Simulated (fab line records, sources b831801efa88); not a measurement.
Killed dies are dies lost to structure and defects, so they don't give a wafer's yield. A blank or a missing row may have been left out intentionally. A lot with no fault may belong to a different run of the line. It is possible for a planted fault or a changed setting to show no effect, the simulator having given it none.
8D (eight disciplines) problem report, filled in by code + flow sky130 + the parts of the form that need people (team, actions taken, sign-off) are left out

== 1. THE PROBLEM ==
Across 6 wafers from 2 lots, VT_ADJUST_HVTP_TW at SKY_VT_ADJUST_HVTP_TW_MEAS_11 averages 1426, while fault-free wafers read 1360 with a standard deviation of 7.6. Relative to the usual mean, that is a shift of +8.7 standard deviations.
First observed at day 8 19:14: wafer L635.1, on film_metro-02. At this step, 39 wafers from 13 lots have a number in the record. Rule for "out" (also "out of limits"): further than 4 standard deviations from the usual mean. The other wafers with a number count as sound.

== 2. WHAT IT IS AND WHAT IT IS NOT ==
| question                    | is                           | is not                                                                                                   |
|-----------------------------|------------------------------|----------------------------------------------------------------------------------------------------------|
| which readings at this step | VT_ADJUST_HVTP_TW            | -                                                                                                        |
| which lots                  | L635, L636                   | L625, L626, L627, L628, L639, L640, L642, L643, L646, L647, L648                                         |
| which wafers of those lots  | all that have a number       | -                                                                                                        |
| read on which gauges        | film_metro-01, film_metro-02 | film_metro-04                                                                                            |
| when                        | from day 8 19:14             | up to then (12 sound wafers); but 21 sound wafers of L639, L640, L642, L643, L646, L647, L648 came after |

== 3. SUSPECTS, AND WHAT RULES EACH OUT ==
Counting: a tool at a process step up to the reading stays a suspect if it ran every lot that is out and no sound lot after the first of them.
- the gauge at SKY_VT_ADJUST_HVTP_TW_MEAS_11 has been ruled out. 2 gauges (film_metro-01, film_metro-02) read the wafers that are out.
- implanter-04 at SKY_VT_ADJUST_HVTP_IMPLANT_09: ruled out as a lasting fault. After its first lot that is out, L635 (day 8 18:59), sound lots L647, L648 ran on it.
Left after counting: nothing in the record.

== 4. THE CAUSE (what the simulator had put in) ==
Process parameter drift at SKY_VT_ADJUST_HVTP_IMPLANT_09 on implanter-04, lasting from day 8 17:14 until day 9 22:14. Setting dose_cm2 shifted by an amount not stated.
The count ruled it out by mistake, since the rule takes a fault to strike every lot its tool runs from the start of the fault on, and this one did not do so.

== 5. THE CHAIN OF EFFECTS, in route order ==
Each row: a reading whose mean over the struck wafers that have a number lies more than 3 standard deviations from the usual. Only readings whose record carries a usual standard deviation are examined. hours: median over the lots of the time between each lot's start at the first step of this table that gives one and its start at this step. sigmas: the change, counted in usual standard deviations.
| hours | step                          | reading            | usual     | on struck wafers | change     | sigmas      |
|-------|-------------------------------|--------------------|-----------|------------------|------------|-------------|
| 0     | SKY_VT_ADJUST_HVTP_IMPLANT_09 | dose_ions_cm2      | 4.301e+12 | 4.986e+12        | +6.847e+11 | +99 or more |
| 0     | SKY_VT_ADJUST_HVTP_IMPLANT_09 | faraday_current_uA | 24.2      | 27.9             | +3.7       | +6.8        |
| 0     | SKY_VT_ADJUST_HVTP_TW_MEAS_11 | VT_ADJUST_HVTP_TW  | 1360      | 1426             | +66        | +8.7        |
It contains these process steps:
- SKY_VT_ADJUST_HVTP_IMPLANT_09
Later measuring or inspecting steps at which every struck wafer that the step has a row for has a number for every such reading, and none has moved that far: SKY_RES_PROTECT_TW_MEAS_08.

== 6. WHAT WOULD HAVE CAUGHT IT SOONER ==
2 hours passed between the start of the fault at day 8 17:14 and the first reading out of limits at a measuring or inspecting step in this record, taken at day 8 19:14.
At SKY_VT_ADJUST_HVTP_IMPLANT_09, the tool's own readings (dose_ions_cm2, faraday_current_uA) were out on each struck wafer the step has a row for, so an alarm limit on them would have fired on the first such wafer.
